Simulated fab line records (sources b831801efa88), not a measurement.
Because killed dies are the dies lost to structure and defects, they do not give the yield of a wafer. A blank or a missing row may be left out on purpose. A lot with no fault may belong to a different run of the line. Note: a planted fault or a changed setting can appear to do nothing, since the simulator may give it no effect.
Matching of chambers | flow gf180mcu | 4 sister chambers for GF_V3_CMP_26 on cmp-02
The step polishes, stops on SiO2, t overpolish 15 s, target thk 0 nm. 4 wafers are shown with their chamber, then 7 later ones without.

== EACH WAFER AND ITS CHAMBER ==
wafer  | chamber | motor_current_A (A)
L290.5 | 2       | 10.3
L290.6 | 1       | 13.3
L294.3 | 0       | 11.0
L294.4 | 3       | 11.3

== WAFERS WITH NO CHAMBER GIVEN ==
wafer  | motor_current_A (A)
L294.5 | 12.9
L297.2 | 10.0
L297.3 | 11.1
L297.4 | 13.2
L298.1 | 13.2
L298.5 | 11.2
L298.6 | 10.6

== WHICH CHAMBER EACH WENT THROUGH ==
wafer  | from the rows above          | in truth
L294.5 | 1                            | 1
L297.2 | 2                            | 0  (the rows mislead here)
L297.3 | can't be placed: 0 or 3      | 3
L297.4 | 1                            | 1
L298.1 | 1                            | 1
L298.5 | can't be placed: 3 or 0      | 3
L298.6 | can't be placed: 2 or 0 or 3 | 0
Correctly placed: 3 of 7. Can't be placed from these rows: 3 (the true chamber is among the candidates in 3). Number placed wrongly: 1.
How it was worked out, from the rows above alone: a wafer's distance from a chamber is the root of the sum, over the readings, of the square of ((its reading less the chamber's mean) divided by the reading's scatter). If the next closest chamber is less than 2 further off than the closest, the wafer can't be placed; otherwise it belongs to the closest. For every chamber, the mean is computed from those of its wafers that are shown. The scatter (one wafer shown for each chamber): square how far every hidden wafer sits from the nearest shown wafer, average those squares and take the square root.
